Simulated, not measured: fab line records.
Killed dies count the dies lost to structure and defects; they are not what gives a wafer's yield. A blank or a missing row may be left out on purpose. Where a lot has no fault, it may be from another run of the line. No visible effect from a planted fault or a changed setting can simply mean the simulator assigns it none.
Struck lot and sound lot, side by side ; flow sky130 ; 24 out of 708 route steps
Sound: these wafers, L485.1, L485.2, L485.3. Struck: wafer L491.5 (left out: L491.1, L491.4 of the same lot, which were not struck); the cause appears at the end.
Per side, at each step with rows, come the tool, then ch with its chambers, and then its first start. Under that, the readings that differ: sound wafers ; struck wafers ; difference of the means ; sigmas: that difference in standard deviations of wafers without a fault.
alike: a reading whose means differ by less than 2 such deviations, as well as words and numbers matching on both sides. not compared: withheld readings; readings where some wafer has no value; bounds like >300 that might hide an equal value; numbers whose values overlap and for which the record gives no deviation.
The two part at a step that has a row with sigmas, a row that says differs or no value, or rows on one side only. Non-overlapping numbers with no deviation appear without sigmas and do not part them. A reading that every wafer of one side lacks parts them only if that side has two wafers or more.

first, 2 steps without rows for these wafers: SKY_SONOS_TUNNEL_WET_ETCH_10 (etches SiO2 in dHF, target depth 14 nm, time 280 s); SKY_SONOS_TUNNEL_STRIP_11 (strips in SPM, time 600 s).
SKY_SONOS_TUNNEL_TW_MEAS_12:
  struck on film metro-04, day 14 02:16; sound on film metro-02, day 11 22:43
  alike: SONOS_TUNNEL_TW
then, 2 steps without rows for these wafers: SKY_SONOS_TUNNEL_CLEAN_13 (cleans in dHF, time 20 s); SKY_SONOS_ONO_OXIDATION_00 (stabilise 600 s, purge 300 s, target thk 2.6 nm).
SKY_SONOS_ONO_THK_MEAS_01:
  struck on film metro-01, day 14 05:24; sound on film metro-03, day 12 00:58
  alike: SONOS_ONO_OXIDATION_THK
then, 1 step without rows for these wafers: SKY_SONOS_ONO_CVD_02 (deposits Si3N4 from DCS/NH3, target thk 10.5 nm, time 180 s).
SKY_SONOS_ONO_THK_MEAS_03:
  struck on film metro-04, day 14 07:42; sound on film metro-01, day 12 02:08
  alike: SONOS_ONO_CVD_02_THK
then, 1 step without rows for these wafers: SKY_SONOS_ONO_CVD_04 (deposits SiO2 from SiH4/N2O, target thk 5.7199 nm).
SKY_SONOS_ONO_THK_MEAS_05:
  struck on film metro-01, day 14 09:01; sound on film metro-01, day 12 03:26
  alike: SONOS_ONO_CVD_04_THK
then, 2 steps without rows for these wafers: SKY_SONOS_ONO_DEHYDRATE_06 (time 60 s); SKY_SONOS_ONO_HMDS_07 (prime time 60 s).
SKY_SONOS_ONO_COAT_08: resist thk 1140 nm.
  sound on litho track-01 ch 0, day 12 14:55; struck on litho track-01 ch 0, day 14 22:28
reading;sound;struck;difference;sigmas
model.NOVOLAK_of_SONOS_ONO_COAT_08.thk nm (nm);1141 1143 1145;1093;-50;
  alike: chill plate temp C, resist line temp C
then, 4 steps without rows for these wafers: SKY_SONOS_ONO_SOFTBAKE_09 (time 60 s); SKY_SONOS_ONO_EXPOSE_10 (exposes mask ONOM, target cd 410 nm); SKY_SONOS_ONO_PEB_11; SKY_SONOS_ONO_DEVELOP_12 (develop time 60 s).
SKY_SONOS_ONO_CD_MEAS_13 targets a cd of 410 nm.
  struck on cd sem-02, day 15 13:07; sound on cd sem-01, day 13 03:04
reading;sound;struck;difference;sigmas
cd nm (nm);409.6 408.1 410.2;404.2;-5.1;-2
SKY_SONOS_ONO_OVL_MEAS_14:
  struck on overlay-02, day 15 13:14; sound on overlay-01, day 13 03:11
  alike: SONOS_ONO_OVL
SKY_SONOS_ONO_ETCH_15: etches the open film in CHF3/O2, target depth 19.52 nm, time 7.8 s.
  sound on rie diel-01 ch 1,2,3, day 13 03:14; struck on rie diel-02 ch 3, day 15 13:16
reading;sound;struck;difference;sigmas
chf3 flow sccm (sccm);50.04 50.07 50.28;49.79;-0.34;-2
model.NOVOLAK_of_SONOS_ONO_COAT_08.thk nm (nm);1124 1127 1128;1077;-49;
model.SONOS_ONO.cd nm (nm);409.5 408 410.2;404.1;-5.1;
  alike: O2_flow_sccm, drypump motor current A, oes product au, throttle valve pct
  not compared: rf hours counter h
then, 1 step without rows for these wafers: SKY_SONOS_ONO_WET_ETCH_16 (etches SiO2 in dHF, target depth 14 nm, time 280 s).
SKY_SONOS_ONO_STRIP_17: strips in O2/N2.
  sound on plasma asher-02 ch 0,1, day 13 03:20; struck on plasma asher-01 ch 1, day 15 13:25
reading;sound;struck;difference;sigmas
strip time to endpoint s (s);14.11 14.12 14.16;13.53;-0.60;-16
  alike: drypump motor current A, oes product au
  not compared: rf hours counter h
then, 1 step without rows for these wafers: SKY_SONOS_ONO_WET_ETCH_18 (etches Si3N4 in H3PO4, target depth 15 nm, time 172 s).
-- here the record skips 32 days between the struck wafers' starts before and after, leaving off in module SONOS_ONO and picking up in module PAD_OPEN (first step shown: number 708 of the route) --
SKY_PAD_OPEN_PROBE_99:
  struck on prober-02, day 47 23:17; sound on prober-02, day 46 00:59
reading;sound;struck;difference;sigmas
killed_at_M0_to_M3;47 58 60;40;-15;-2
killed dies;104 91 107;78;-23;-2
killed open;56 50 60;39;-16;-2
  alike: killed_at_M4_up, killed at contacts, killed at front end, killed at other, killed short

WHERE THEY PART
Earliest at SKY_SONOS_ONO_CD_MEAS_13; latest, in this record, at SKY_PAD_OPEN_PROBE_99.

WHY: the cause the simulator had injected
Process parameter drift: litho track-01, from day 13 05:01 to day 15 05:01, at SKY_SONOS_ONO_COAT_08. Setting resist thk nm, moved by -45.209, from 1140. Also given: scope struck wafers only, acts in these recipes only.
